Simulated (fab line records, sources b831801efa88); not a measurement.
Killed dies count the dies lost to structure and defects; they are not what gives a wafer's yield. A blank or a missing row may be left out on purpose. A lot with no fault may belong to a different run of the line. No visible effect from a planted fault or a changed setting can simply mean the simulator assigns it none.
fab line records || flow gf180mcu
[record] {"lots": 6, "wafers": 18, "last-day": 34}
route steps=602 shown VT_IMPLANT@104
lots that met no fault: taken from a fault-free run of the same line
start-h: hours from the record's first day to the start of the lot's first wafer shown || wait-h: hours from the lot's prior step to this one || " unchanged from the row above || L1.1+2: a single row standing in for several wafers || - value missing, or start not given || * or withheld: withheld || < > ~ a bound
route shown NAME@n: names a module that has steps shown in the file, with the first one's number in the route || usual: mean and standard deviation over wafers with no fault || same: alike in all rows || chamber/n: place in a boat || sites: per-site readings || _std_site: standard deviation of those values || _edge_site: the outer-site mean with the inner-site mean subtracted || radius-mm: how far each site lies from the wafer's centre || mask NAME#n: copy n || behind: the last tool/chamber to shape the wafer || hold: why the lot was held/for how many hours/how that ended || device: the transistor (n, p or np) that didn't switch || end of line: tests of these same wafers at the route's end || for a step that has no rows: nothing shown but its recipe || killed: dies that structure and defects cost at the first sort, which is not the same as the wafer's yield || map: shows each die of a wafer: x if killed, . if not, _ if none is there
set.NAME: the setting as run; set.NAME@STEP: as run at that earlier step || model.NAME: the simulator's own value behind a step, which no gauge read
a table for each step, a row for each wafer; lots at some steps of the route
services: when a tool's chamber went out of use (start-h, in hours from the record's first day, below 0 if earlier), for how many hours, and the reason
[[steps]]
[step GF_VT_IMPLANT_SOFTBAKE_14]
[recipe] {"temp-c": 90, "time-s": 60, "resist": "NOVOLAK"}
[step GF_VT_IMPLANT_EXPOSE_15]
[recipe] {"mask-id": "Nwell_LV_AREA", "target-cd-nm": 860, "na": 0.6, "source-shape": "conventional", "sigma-outer": 0.6, "dose-mj": 140}
[step GF_VT_IMPLANT_PEB_16]
[recipe] {"temp-c": "withheld", "time-s": "*", "resist": "NOVOLAK"}
[step GF_VT_IMPLANT_DEVELOP_17]
[recipe] {"develop-time-s": 60, "dev-temp-c": 23}
[step GF_VT_IMPLANT_OVL_MEAS_18]
[usual] {"VT_IMPLANT_01_OVL": "0.1/1.4"}
{"lot.wafer": "L581.1", "tool": "overlay-01", "chamber": "-", "start-h": 180.45, "wait-h": 0.1, "VT_IMPLANT_01_OVL[nm]": 1.6}
{"lot.wafer": "L581.2", "tool": "overlay-01", "chamber": "-", "start-h": 180.45, "wait-h": 0.1, "VT_IMPLANT_01_OVL[nm]": -2.2}
{"lot.wafer": "L581.5", "tool": "overlay-01", "chamber": "-", "start-h": 180.45, "wait-h": 0.1, "VT_IMPLANT_01_OVL[nm]": 1.1}
{"lot.wafer": "L586.1", "tool": "overlay-02", "chamber": "-", "start-h": 213.11, "wait-h": 0.1, "VT_IMPLANT_01_OVL[nm]": -0.4}
{"lot.wafer": "L586.4", "tool": "overlay-02", "chamber": "-", "start-h": 213.11, "wait-h": 0.1, "VT_IMPLANT_01_OVL[nm]": 2.2}
{"lot.wafer": "L586.6", "tool": "overlay-02", "chamber": "-", "start-h": 213.11, "wait-h": 0.1, "VT_IMPLANT_01_OVL[nm]": 0.1}
{"lot.wafer": "L587.1", "tool": "overlay-02", "chamber": "-", "start-h": 219.05, "wait-h": 0.1, "VT_IMPLANT_01_OVL[nm]": 0.2}
{"lot.wafer": "L587.2", "tool": "overlay-02", "chamber": "-", "start-h": 219.05, "wait-h": 0.1, "VT_IMPLANT_01_OVL[nm]": 1.5}
{"lot.wafer": "L587.3", "tool": "overlay-02", "chamber": "-", "start-h": 219.05, "wait-h": 0.1, "VT_IMPLANT_01_OVL[nm]": 0.2}
{"lot.wafer": "L588.4", "tool": "overlay-02", "chamber": "-", "start-h": 226.77, "wait-h": 0.1, "VT_IMPLANT_01_OVL[nm]": -1.1}
{"lot.wafer": "L588.5", "tool": "overlay-02", "chamber": "-", "start-h": 226.77, "wait-h": 0.1, "VT_IMPLANT_01_OVL[nm]": -1.6}
{"lot.wafer": "L588.6", "tool": "overlay-02", "chamber": "-", "start-h": 226.77, "wait-h": 0.1, "VT_IMPLANT_01_OVL[nm]": -1.2}
{"lot.wafer": "L593.2", "tool": "overlay-02", "chamber": "-", "start-h": 257.29, "wait-h": 0.1, "VT_IMPLANT_01_OVL[nm]": -0.6}
{"lot.wafer": "L593.4", "tool": "overlay-02", "chamber": "-", "start-h": 257.29, "wait-h": 0.1, "VT_IMPLANT_01_OVL[nm]": -2.8}
{"lot.wafer": "L593.5", "tool": "overlay-02", "chamber": "-", "start-h": 257.29, "wait-h": 0.1, "VT_IMPLANT_01_OVL[nm]": -1.2}
{"lot.wafer": "L594.1", "tool": "overlay-02", "chamber": "-", "start-h": 267.25, "wait-h": 0.1, "VT_IMPLANT_01_OVL[nm]": -1.4}
{"lot.wafer": "L594.4", "tool": "overlay-02", "chamber": "-", "start-h": 267.25, "wait-h": 0.1, "VT_IMPLANT_01_OVL[nm]": -1.8}
{"lot.wafer": "L594.6", "tool": "overlay-02", "chamber": "-", "start-h": 267.25, "wait-h": 0.1, "VT_IMPLANT_01_OVL[nm]": -1.6}
[step GF_VT_IMPLANT_IMPLANT_19]
[recipe] {"species": "As", "energy-kev": 100, "dose-cm2": 4.35e+12, "tilt-deg": 7}
[step GF_VT_IMPLANT_STRIP_20]
[recipe] {"chemistry": "O2/N2", "power-w": 1400, "pressure-mtorr": 1500, "platen-temp-c": 250, "o2-flow-sccm": 3000, "n2-flow-sccm": 300, "overash-fraction": 0.5}
[usual] {"drypump-motor-current-A": "5.9/0.36", "heater-power-w": "353/41", "oes-product-au": "0.716/0.0046", "strip-time-to-endpoint-s": "12.641/0.03"}
{"lot.wafer": "L581.1", "tool": "plasma-asher-04", "chamber": 1, "start-h": 180.64, "wait-h": 0.1, "drypump-motor-current-A": 5.5, "heater-power-w": 294, "oes-product-au": 0.722, "rf-hours-counter-h": 38, "strip-time-to-endpoint-s": 12.609}
{"lot.wafer": "L581.2", "tool": "plasma-asher-04", "chamber": 0, "start-h": 180.64, "wait-h": 0.1, "drypump-motor-current-A": 6.2, "heater-power-w": 398, "oes-product-au": 0.709, "rf-hours-counter-h": 38, "strip-time-to-endpoint-s": 12.578}
{"lot.wafer": "L581.5", "tool": "plasma-asher-04", "chamber": 1, "start-h": 180.64, "wait-h": 0.1, "drypump-motor-current-A": 5.5, "heater-power-w": 290, "oes-product-au": 0.718, "rf-hours-counter-h": "-", "strip-time-to-endpoint-s": 12.599}
{"lot.wafer": "L586.1", "tool": "plasma-asher-04", "chamber": 1, "start-h": 213.29, "wait-h": 0.1, "drypump-motor-current-A": 5.5, "heater-power-w": 292, "oes-product-au": 0.711, "rf-hours-counter-h": 41, "strip-time-to-endpoint-s": 12.622}
{"lot.wafer": "L586.4", "tool": "plasma-asher-04", "chamber": 0, "start-h": 213.29, "wait-h": 0.1, "drypump-motor-current-A": 6.2, "heater-power-w": 385, "oes-product-au": 0.717, "rf-hours-counter-h": "-", "strip-time-to-endpoint-s": 12.592}
{"lot.wafer": "L586.6", "tool": "plasma-asher-04", "chamber": 0, "start-h": 213.29, "wait-h": 0.1, "drypump-motor-current-A": 6.2, "heater-power-w": 400, "oes-product-au": 0.715, "rf-hours-counter-h": "-", "strip-time-to-endpoint-s": 12.571}
{"lot.wafer": "L587.1", "tool": "plasma-asher-01", "chamber": 1, "start-h": 219.23, "wait-h": 0.1, "drypump-motor-current-A": 5.6, "heater-power-w": 330, "oes-product-au": 0.706, "rf-hours-counter-h": 10, "strip-time-to-endpoint-s": 12.631}
{"lot.wafer": "L587.2", "tool": "plasma-asher-01", "chamber": 0, "start-h": 219.23, "wait-h": 0.1, "drypump-motor-current-A": 6.4, "heater-power-w": 371, "oes-product-au": 0.715, "rf-hours-counter-h": 10, "strip-time-to-endpoint-s": 12.614}
{"lot.wafer": "L587.3", "tool": "plasma-asher-01", "chamber": 1, "start-h": 219.23, "wait-h": 0.1, "drypump-motor-current-A": 5.6, "heater-power-w": 319, "oes-product-au": 0.714, "rf-hours-counter-h": "-", "strip-time-to-endpoint-s": 12.662}
{"lot.wafer": "L588.4", "tool": "plasma-asher-01", "chamber": 1, "start-h": 226.97, "wait-h": 0.1, "drypump-motor-current-A": 5.6, "heater-power-w": 330, "oes-product-au": 0.716, "rf-hours-counter-h": "-", "strip-time-to-endpoint-s": 12.657}
{"lot.wafer": "L588.5", "tool": "plasma-asher-01", "chamber": 0, "start-h": 226.97, "wait-h": 0.1, "drypump-motor-current-A": 6.4, "heater-power-w": 383, "oes-product-au": 0.714, "rf-hours-counter-h": "-", "strip-time-to-endpoint-s": 12.645}
{"lot.wafer": "L588.6", "tool": "plasma-asher-01", "chamber": 1, "start-h": 226.97, "wait-h": 0.1, "drypump-motor-current-A": 5.6, "heater-power-w": 321, "oes-product-au": 0.715, "rf-hours-counter-h": "-", "strip-time-to-endpoint-s": 12.648}
{"lot.wafer": "L593.2", "tool": "plasma-asher-01", "chamber": 0, "start-h": 257.47, "wait-h": 0.1, "drypump-motor-current-A": 6.4, "heater-power-w": 379, "oes-product-au": 0.718, "rf-hours-counter-h": 15, "strip-time-to-endpoint-s": 12.584}
{"lot.wafer": "L593.4", "tool": "plasma-asher-01", "chamber": 1, "start-h": 257.47, "wait-h": 0.1, "drypump-motor-current-A": 5.6, "heater-power-w": 331, "oes-product-au": 0.716, "rf-hours-counter-h": "-", "strip-time-to-endpoint-s": 12.616}
{"lot.wafer": "L593.5", "tool": "plasma-asher-01", "chamber": 0, "start-h": 257.47, "wait-h": 0.1, "drypump-motor-current-A": 6.4, "heater-power-w": 375, "oes-product-au": 0.723, "rf-hours-counter-h": "-", "strip-time-to-endpoint-s": 12.609}
{"lot.wafer": "L594.1", "tool": "plasma-asher-04", "chamber": 0, "start-h": 267.43, "wait-h": 0.1, "drypump-motor-current-A": 6.2, "heater-power-w": 395, "oes-product-au": 0.716, "rf-hours-counter-h": 47, "strip-time-to-endpoint-s": 12.680}
{"lot.wafer": "L594.4", "tool": "plasma-asher-04", "chamber": 0, "start-h": 267.43, "wait-h": 0.1, "drypump-motor-current-A": 6.2, "heater-power-w": 394, "oes-product-au": 0.726, "rf-hours-counter-h": "-", "strip-time-to-endpoint-s": 12.680}
{"lot.wafer": "L594.6", "tool": "plasma-asher-04", "chamber": 1, "start-h": 267.43, "wait-h": 0.1, "drypump-motor-current-A": 5.5, "heater-power-w": 292, "oes-product-au": 0.705, "rf-hours-counter-h": "-", "strip-time-to-endpoint-s": 12.663}
[step GF_VT_IMPLANT_TW_MEAS_21]
[usual] {"VT_IMPLANT_2_TW": "1219/7.9"}
{"lot.wafer": "L581.1", "tool": "film-metro-02", "chamber": "-", "start-h": 180.74, "wait-h": 0.1, "VT_IMPLANT_2_TW": 1222}
{"lot.wafer": "L581.2", "tool": "film-metro-02", "chamber": "-", "start-h": 180.74, "wait-h": 0.1, "VT_IMPLANT_2_TW": 1225}
{"lot.wafer": "L581.5", "tool": "film-metro-02", "chamber": "-", "start-h": 180.74, "wait-h": 0.1, "VT_IMPLANT_2_TW": 1227}
{"lot.wafer": "L586.1", "tool": "film-metro-01", "chamber": "-", "start-h": 213.39, "wait-h": 0.1, "VT_IMPLANT_2_TW": 1202}
{"lot.wafer": "L586.4", "tool": "film-metro-01", "chamber": "-", "start-h": 213.39, "wait-h": 0.1, "VT_IMPLANT_2_TW": 1210}
{"lot.wafer": "L586.6", "tool": "film-metro-01", "chamber": "-", "start-h": 213.39, "wait-h": 0.1, "VT_IMPLANT_2_TW": 1195}
{"lot.wafer": "L587.1", "tool": "film-metro-02", "chamber": "-", "start-h": 219.33, "wait-h": 0.1, "VT_IMPLANT_2_TW": 1220}
{"lot.wafer": "L587.2", "tool": "film-metro-02", "chamber": "-", "start-h": 219.33, "wait-h": 0.1, "VT_IMPLANT_2_TW": 1224}
{"lot.wafer": "L587.3", "tool": "film-metro-02", "chamber": "-", "start-h": 219.33, "wait-h": 0.1, "VT_IMPLANT_2_TW": 1224}
{"lot.wafer": "L588.4", "tool": "film-metro-04", "chamber": "-", "start-h": 227.06, "wait-h": 0.1, "VT_IMPLANT_2_TW": 1212}
{"lot.wafer": "L588.5", "tool": "film-metro-04", "chamber": "-", "start-h": 227.06, "wait-h": 0.1, "VT_IMPLANT_2_TW": 1215}
{"lot.wafer": "L588.6", "tool": "film-metro-04", "chamber": "-", "start-h": 227.06, "wait-h": 0.1, "VT_IMPLANT_2_TW": 1205}
{"lot.wafer": "L593.2", "tool": "film-metro-04", "chamber": "-", "start-h": 257.58, "wait-h": 0.1, "VT_IMPLANT_2_TW": 1215}
{"lot.wafer": "L593.4", "tool": "film-metro-04", "chamber": "-", "start-h": 257.58, "wait-h": 0.1, "VT_IMPLANT_2_TW": 1221}
{"lot.wafer": "L593.5", "tool": "film-metro-04", "chamber": "-", "start-h": 257.58, "wait-h": 0.1, "VT_IMPLANT_2_TW": 1214}
{"lot.wafer": "L594.1", "tool": "film-metro-04", "chamber": "-", "start-h": 267.53, "wait-h": 0.1, "VT_IMPLANT_2_TW": 1220}
{"lot.wafer": "L594.4", "tool": "film-metro-04", "chamber": "-", "start-h": 267.53, "wait-h": 0.1, "VT_IMPLANT_2_TW": 1213}
{"lot.wafer": "L594.6", "tool": "film-metro-04", "chamber": "-", "start-h": 267.53, "wait-h": 0.1, "VT_IMPLANT_2_TW": 1221}
[step GF_VT_IMPLANT_DEHYDRATE_22]
[recipe] {"temp-c": 200, "time-s": 60}
[step GF_VT_IMPLANT_HMDS_23]
[recipe] {"prime-time-s": 60, "prime-temp-c": 120}
[step GF_VT_IMPLANT_COAT_24]
[recipe] {"resist": "NOVOLAK", "spin-rpm": 3000, "resist-thk-nm": 1000}
[step GF_VT_IMPLANT_SOFTBAKE_25]
[recipe] {"temp-c": 90, "time-s": 60, "resist": "NOVOLAK"}
[step GF_VT_IMPLANT_EXPOSE_26]
[recipe] {"mask-id": "LVPWELL_HV_AREA", "target-cd-nm": 860, "na": 0.6, "source-shape": "conventional", "sigma-outer": 0.6, "dose-mj": 140}
[usual] {"exposure-dose-mJ-cm2": "140.00/0.16", "focus-offset-nm": "-0.2/0.63"}
{"lot.wafer": "L581.1", "tool": "iline-stepper-02", "chamber": 0, "start-h": 189.05, "wait-h": "-", "mask": "LVPWELL_HV_AREA#0", "exposure-dose-mJ-cm2": 139.94, "focus-offset-nm": -0.2, "model.VT_IMPLANT.overlay-y-nm": -0.6135, "model.VT_IMPLANT.overlay-x-nm": 0.3615}
{"lot.wafer": "L581.2", "tool": "iline-stepper-02", "chamber": 0, "start-h": 189.05, "wait-h": "-", "mask": "LVPWELL_HV_AREA#0", "exposure-dose-mJ-cm2": 139.71, "focus-offset-nm": 0.4, "model.VT_IMPLANT.overlay-y-nm": -0.6135, "model.VT_IMPLANT.overlay-x-nm": 0.3615}
{"lot.wafer": "L581.5", "tool": "iline-stepper-02", "chamber": 0, "start-h": 189.05, "wait-h": "-", "mask": "LVPWELL_HV_AREA#0", "exposure-dose-mJ-cm2": 139.81, "focus-offset-nm": 0.6, "model.VT_IMPLANT.overlay-y-nm": -0.6135, "model.VT_IMPLANT.overlay-x-nm": 0.3615}
{"lot.wafer": "L586.1", "tool": "iline-stepper-02", "chamber": 0, "start-h": 222.39, "wait-h": "-", "mask": "LVPWELL_HV_AREA#0", "exposure-dose-mJ-cm2": 139.95, "focus-offset-nm": -0.6, "model.VT_IMPLANT.overlay-y-nm": -0.3964, "model.VT_IMPLANT.overlay-x-nm": 0.3611}
{"lot.wafer": "L586.4", "tool": "iline-stepper-02", "chamber": 0, "start-h": 222.39, "wait-h": "-", "mask": "LVPWELL_HV_AREA#0", "exposure-dose-mJ-cm2": 139.89, "focus-offset-nm": -0.8, "model.VT_IMPLANT.overlay-y-nm": -0.3964, "model.VT_IMPLANT.overlay-x-nm": 0.3611}
{"lot.wafer": "L586.6", "tool": "iline-stepper-02", "chamber": 0, "start-h": 222.39, "wait-h": "-", "mask": "LVPWELL_HV_AREA#0", "exposure-dose-mJ-cm2": 139.82, "focus-offset-nm": -0.5, "model.VT_IMPLANT.overlay-y-nm": -0.3964, "model.VT_IMPLANT.overlay-x-nm": 0.3611}
{"lot.wafer": "L587.1", "tool": "iline-stepper-01", "chamber": "-", "start-h": 228.67, "wait-h": "-", "mask": "LVPWELL_HV_AREA#0", "exposure-dose-mJ-cm2": "-", "focus-offset-nm": "-", "model.VT_IMPLANT.overlay-y-nm": -0.7369, "model.VT_IMPLANT.overlay-x-nm": 1.39}
{"lot.wafer": "L587.2", "tool": "iline-stepper-01", "chamber": "-", "start-h": 228.67, "wait-h": "-", "mask": "LVPWELL_HV_AREA#0", "exposure-dose-mJ-cm2": "-", "focus-offset-nm": "-", "model.VT_IMPLANT.overlay-y-nm": -0.7369, "model.VT_IMPLANT.overlay-x-nm": 1.39}
{"lot.wafer": "L587.3", "tool": "iline-stepper-01", "chamber": "-", "start-h": 228.67, "wait-h": "-", "mask": "LVPWELL_HV_AREA#0", "exposure-dose-mJ-cm2": "-", "focus-offset-nm": "-", "model.VT_IMPLANT.overlay-y-nm": -0.7369, "model.VT_IMPLANT.overlay-x-nm": 1.39}
{"lot.wafer": "L588.4", "tool": "iline-stepper-02", "chamber": "-", "start-h": 235.83, "wait-h": "-", "mask": "LVPWELL_HV_AREA#0", "exposure-dose-mJ-cm2": "-", "focus-offset-nm": "-", "model.VT_IMPLANT.overlay-y-nm": -1.637, "model.VT_IMPLANT.overlay-x-nm": -0.7691}
{"lot.wafer": "L588.5", "tool": "iline-stepper-02", "chamber": "-", "start-h": 235.83, "wait-h": "-", "mask": "LVPWELL_HV_AREA#0", "exposure-dose-mJ-cm2": "-", "focus-offset-nm": "-", "model.VT_IMPLANT.overlay-y-nm": -1.637, "model.VT_IMPLANT.overlay-x-nm": -0.7691}
{"lot.wafer": "L588.6", "tool": "iline-stepper-02", "chamber": "-", "start-h": 235.83, "wait-h": "-", "mask": "LVPWELL_HV_AREA#0", "exposure-dose-mJ-cm2": "-", "focus-offset-nm": "-", "model.VT_IMPLANT.overlay-y-nm": -1.637, "model.VT_IMPLANT.overlay-x-nm": -0.7691}
{"lot.wafer": "L593.2", "tool": "iline-stepper-02", "chamber": 0, "start-h": 267.25, "wait-h": "-", "mask": "LVPWELL_HV_AREA#0", "exposure-dose-mJ-cm2": 139.90, "focus-offset-nm": -0.1, "model.VT_IMPLANT.overlay-y-nm": 1.502, "model.VT_IMPLANT.overlay-x-nm": -0.09252}
{"lot.wafer": "L593.4", "tool": "iline-stepper-02", "chamber": 0, "start-h": 267.25, "wait-h": "-", "mask": "LVPWELL_HV_AREA#0", "exposure-dose-mJ-cm2": 140.08, "focus-offset-nm": 0.6, "model.VT_IMPLANT.overlay-y-nm": 1.502, "model.VT_IMPLANT.overlay-x-nm": -0.09252}
{"lot.wafer": "L593.5", "tool": "iline-stepper-02", "chamber": 0, "start-h": 267.25, "wait-h": "-", "mask": "LVPWELL_HV_AREA#0", "exposure-dose-mJ-cm2": 139.88, "focus-offset-nm": -0.3, "model.VT_IMPLANT.overlay-y-nm": 1.502, "model.VT_IMPLANT.overlay-x-nm": -0.09252}
{"lot.wafer": "L594.1", "tool": "iline-stepper-01", "chamber": 0, "start-h": 277.53, "wait-h": "-", "mask": "LVPWELL_HV_AREA#0", "exposure-dose-mJ-cm2": 140.05, "focus-offset-nm": -0.1, "model.VT_IMPLANT.overlay-y-nm": 0.7831, "model.VT_IMPLANT.overlay-x-nm": 0.5158}
{"lot.wafer": "L594.4", "tool": "iline-stepper-01", "chamber": 0, "start-h": 277.53, "wait-h": "-", "mask": "LVPWELL_HV_AREA#0", "exposure-dose-mJ-cm2": 139.88, "focus-offset-nm": 0.1, "model.VT_IMPLANT.overlay-y-nm": 0.7831, "model.VT_IMPLANT.overlay-x-nm": 0.5158}
{"lot.wafer": "L594.6", "tool": "iline-stepper-01", "chamber": 0, "start-h": 277.53, "wait-h": "-", "mask": "LVPWELL_HV_AREA#0", "exposure-dose-mJ-cm2": 140.19, "focus-offset-nm": -0.9, "model.VT_IMPLANT.overlay-y-nm": 0.7831, "model.VT_IMPLANT.overlay-x-nm": 0.5158}
[step GF_VT_IMPLANT_PEB_27]
[recipe] {"temp-c": "withheld", "time-s": "*", "resist": "NOVOLAK"}
[[services]]
{"tool": "iline-stepper-02", "chamber": 0, "start-h": 159.48, "hours": "-", "kind": "calibration"}
{"tool": "plasma-asher-01", "chamber": "-", "start-h": 159.76, "hours": 2.8, "kind": "pm"}
{"tool": "plasma-asher-01", "chamber": "-", "start-h": 195.09, "hours": 0.8, "kind": "repair"}
{"tool": "iline-stepper-01", "chamber": "-", "start-h": 257.91, "hours": 1.7, "kind": "pm"}
{"tool": "plasma-asher-04", "chamber": "-", "start-h": 275.27, "hours": 3.5, "kind": "repair"}
[[key]]
[first-sign] {"step": "GF_VT_IMPLANT_EXPOSE_26", "reading": "tool-record", "direction": "missing"}
effect none on later readings
[model-effect] {"step": "GF_VT_IMPLANT_EXPOSE_26", "value": "VT_IMPLANT.overlay-y-nm", "without": 0.1056, "struck": -1.187}
met-at GF_VT_IMPLANT_EXPOSE_26
struck-wafers L587.1,L587.2,L587.3,L588.4,L588.5,L588.6
later-rows-left-out L587.1,L587.2,L587.3,L588.4,L588.5,L588.6
sort-left-out L587.1,L587.2,L587.3,L588.4,L588.5,L588.6
tester-left-out L587,L588
onset-between 222.39 228.67
[fault] {"kind": "skipped-step-whole", "tool": "iline-stepper-01,iline-stepper-02", "chamber": "-", "onset-h": 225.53, "steps": "GF_VT_IMPLANT_EXPOSE_26", "scope": "struck-lots-only"}
// tester-left-out: of these lots the tester's yield and bins aren't shown, on N5 and GAA mostly nor the transistor test; their killed dies are dies lost to structure and defects alone, not to doping, threshold or leakage, so they don't give the yield
// sort-left-out: the simulated sort isn't trusted on such a fault, so these wafers' sort isn't shown, and their yield isn't known
// later-rows-left-out: the simulator's readings of these wafers behind a module that went badly wrong aren't trusted and aren't shown, but for the sort
